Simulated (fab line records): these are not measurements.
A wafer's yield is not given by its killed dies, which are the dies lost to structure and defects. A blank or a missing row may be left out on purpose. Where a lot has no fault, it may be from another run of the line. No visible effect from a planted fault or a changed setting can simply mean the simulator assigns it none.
A struck lot beside a sound one :: flow sky130 :: 43 out of 708 route steps
Sound: wafers L487.3, L487.5, L487.6. Struck: wafers L499.3, L499.4, L499.6. The cause is named last.
Per side, at each step with rows, come the tool, then ch with its chambers, and then its first start. Under that, the readings that differ: sound wafers :: struck wafers :: difference of the means :: sigmas: that difference in standard deviations of wafers without a fault.
alike: words and numbers the same on both sides, and readings whose means are apart by under 2 such deviations; not compared: readings that were withheld, readings missing a value for some wafer, numbers with overlapping values and no deviation given by the record, and bounds like >300 which may hide the same value.
Wherever a step has rows on one side only, a row that says differs or no value, or a row with sigmas, the two part there. Numbers that have no deviation but don't overlap get no sigmas and don't part them. Lack of a reading on every wafer of one side parts them only where that side has two or more wafers.

first, 6 steps without rows for these wafers: SKY_SONOS_ONO_HMDS_07 (prime time 60 s); SKY_SONOS_ONO_COAT_08 (resist thk 1140 nm); SKY_SONOS_ONO_SOFTBAKE_09 (time 60 s); SKY_SONOS_ONO_EXPOSE_10 (exposes mask ONOM, target cd 410 nm); SKY_SONOS_ONO_PEB_11; SKY_SONOS_ONO_DEVELOP_12 (develop time 60 s).
SKY_SONOS_ONO_CD_MEAS_13 targets a cd of 410 nm.
  sound: cdSem-02 at day 15 08:37; struck: cdSem-02 at day 19 12:33
  alike: cdNm
SKY_SONOS_ONO_OVL_MEAS_14:
  sound: overlay-01 at day 15 08:43; struck: overlay-02 at day 19 12:38
  alike: SONOS_ONO_OVL
SKY_SONOS_ONO_ETCH_15: etches the open film in CHF3/O2, target depth 19.52 nm, time 7.8 s.
  sound on rieDiel-03 ch 1,3, day 15 08:44; struck on rieDiel-01 ch 0,1,3, day 19 12:40
  alike: drypumpMotorCurrentA, oesProductAu, throttleValvePct
  not compared: rfHoursCounterH
then, 1 step without rows for these wafers: SKY_SONOS_ONO_WET_ETCH_16 (etches SiO2 in dHF, target depth 14 nm, time 280 s).
SKY_SONOS_ONO_STRIP_17: strips in O2/N2.
  sound on plasmaAsher-03 ch 0,1, day 15 08:52; struck on plasmaAsher-03 ch 0,1, day 19 12:49
reading: stripTimeToEndpointS (s)
sound: 14.15 14.15 14.18
struck: 14.04 14.04 14.00
difference: -0.13
sigmas: -3
  alike: drypumpMotorCurrentA, oesProductAu
  not compared: rfHoursCounterH
then, 1 step without rows for these wafers: SKY_SONOS_ONO_WET_ETCH_18 (etches Si3N4 in H3PO4, target depth 15 nm, time 172 s).
SKY_GATE_OXIDE_CLEAN_00: cleans in SC1/SC2, time 150 s.
  sound on wetBench-04 ch 3, day 15 08:59; struck on wetBench-03 ch 2, day 19 12:56
then, 1 step without rows for these wafers: SKY_GATE_OXIDE_OXIDATION_01 (stabilise 600 s, purge 300 s, target thk 10.268 nm).
SKY_GATE_OXIDE_THK_MEAS_02:
  sound: filmMetro-02 at day 15 13:55; struck: filmMetro-04 at day 19 14:47
  alike: GATE_OXIDE_OXIDATION_00_THK
then, 7 steps without rows for these wafers: SKY_GATE_OXIDE_DEHYDRATE_03 (time 60 s); SKY_GATE_OXIDE_HMDS_04 (prime time 60 s); SKY_GATE_OXIDE_COAT_05 (resist thk 1140 nm); SKY_GATE_OXIDE_SOFTBAKE_06 (time 60 s); SKY_GATE_OXIDE_EXPOSE_07 (exposes mask LVOM, target cd 600 nm); SKY_GATE_OXIDE_PEB_08; SKY_GATE_OXIDE_DEVELOP_09 (develop time 60 s).
SKY_GATE_OXIDE_OVL_MEAS_10:
  sound: overlay-01 at day 16 16:48; struck: overlay-01 at day 20 21:48
  alike: GATE_OXIDE_OVL
then, 2 steps without rows for these wafers: SKY_GATE_OXIDE_IMPLANT_11; SKY_GATE_OXIDE_WET_ETCH_12 (etches SiO2 in dHF, target depth 16.8 nm, time 344.7 s).
SKY_GATE_OXIDE_STRIP_13: strips in O2/N2.
  sound on plasmaAsher-03 ch 0,1, day 16 17:07; struck on plasmaAsher-03 ch 0,1, day 20 22:07
  alike: drypumpMotorCurrentA, oesProductAu, stripTimeToEndpointS
  not compared: rfHoursCounterH
SKY_GATE_OXIDE_TW_MEAS_14:
  sound: filmMetro-03 at day 16 17:11; struck: filmMetro-03 at day 20 22:11
  alike: GATE_OXIDE_TW
then, 3 steps without rows for these wafers: SKY_GATE_OXIDE_CLEAN_15 (cleans in SC1/SC2, time 150 s); SKY_GATE_OXIDE_OXIDATION_16 (stabilise 600 s, purge 300 s, target thk 3.57 nm); SKY_POLY_GATE_CVD_00 (deposits poly-Si, target thk 180 nm, time 720 s).
SKY_POLY_GATE_THK_MEAS_01:
  sound: filmMetro-02 at day 16 20:34; struck: filmMetro-04 at day 21 01:02
  alike: POLY_GATE_CVD_00_THK
then, 8 steps without rows for these wafers: SKY_RES_PROTECT_DEHYDRATE_00 (time 60 s); SKY_RES_PROTECT_HMDS_01 (prime time 60 s); SKY_RES_PROTECT_COAT_02 (resist thk 1140 nm); SKY_RES_PROTECT_SOFTBAKE_03 (time 60 s); SKY_RES_PROTECT_EXPOSE_04 (exposes mask RPM, target cd 1270 nm); SKY_RES_PROTECT_PEB_05; SKY_RES_PROTECT_DEVELOP_06 (develop time 61.77 s); SKY_POLY_GATE_IMPLANT_02.
SKY_RES_PROTECT_STRIP_07: strips in O2/N2.
  sound on plasmaAsher-01 ch 0,1, day 18 01:04; struck on plasmaAsher-02 ch 0,1, day 22 07:01
  alike: drypumpMotorCurrentA, oesProductAu, stripTimeToEndpointS
  not compared: rfHoursCounterH
SKY_RES_PROTECT_TW_MEAS_08:
  sound: filmMetro-01 at day 18 01:10; struck: filmMetro-04 at day 22 07:07
reading: POLY_GATE_TW
sound: 4037 4062 4024
struck: 3999 4002 3981
difference: -47
sigmas: -2
then, 1 step without rows for these wafers: SKY_RES_PROTECT_CLEAN_09 (cleans in SC1/SC2, time 150 s).
-- here the record skips 28 days between the struck wafers' starts before and after, leaving off in module RES_PROTECT and picking up in module PAD_OPEN (first step shown: number 708 of the route) --
SKY_PAD_OPEN_PROBE_99:
  sound: prober-01 at day 48 02:07; struck: prober-01 at day 50 17:04
reading: model.etest.capThickOxide.gateBvV (V)
sound: 15.79 16.17 15.88
struck: 15.15 15.12 14.95
difference: -0.87
sigmas: 

reading: model.etest.diodeNwellSub.leakLog10ACm2
sound: -7.482 -7.67 -7.383
struck: -6.816 -6.864 -7.082
difference: +0.591
sigmas: 

reading: model.etest.diodeDnwellSub.leakLog10ACm2
sound: -7.186 -7.419 -7.577
struck: -6.872 -6.748 -6.893
difference: +0.556
sigmas: 

reading: model.etest.nfet_16v.offLog10AUm
sound: -13.86 -13.96 -13.85
struck: -13.79 -13.74 -13.65
difference: +0.16
sigmas: 
  alike: killed_at_M0_to_M3, killed_at_M4_up, killedAtContacts, killedAtFrontEnd, killedAtOther, killedDies, killedOpen, killedShort
  not compared: model.etest.diodePwellDnwell.leakLog10ACm2, model.etest.pfet_16v.offLog10AUm

## WHERE THEY PART
At SKY_SONOS_ONO_STRIP_17 first; at SKY_RES_PROTECT_TW_MEAS_08 last (within this record only). Later steps at which nothing parts them and some readings are alike: SKY_PAD_OPEN_PROBE_99.

WHY: what had been put in by the simulator
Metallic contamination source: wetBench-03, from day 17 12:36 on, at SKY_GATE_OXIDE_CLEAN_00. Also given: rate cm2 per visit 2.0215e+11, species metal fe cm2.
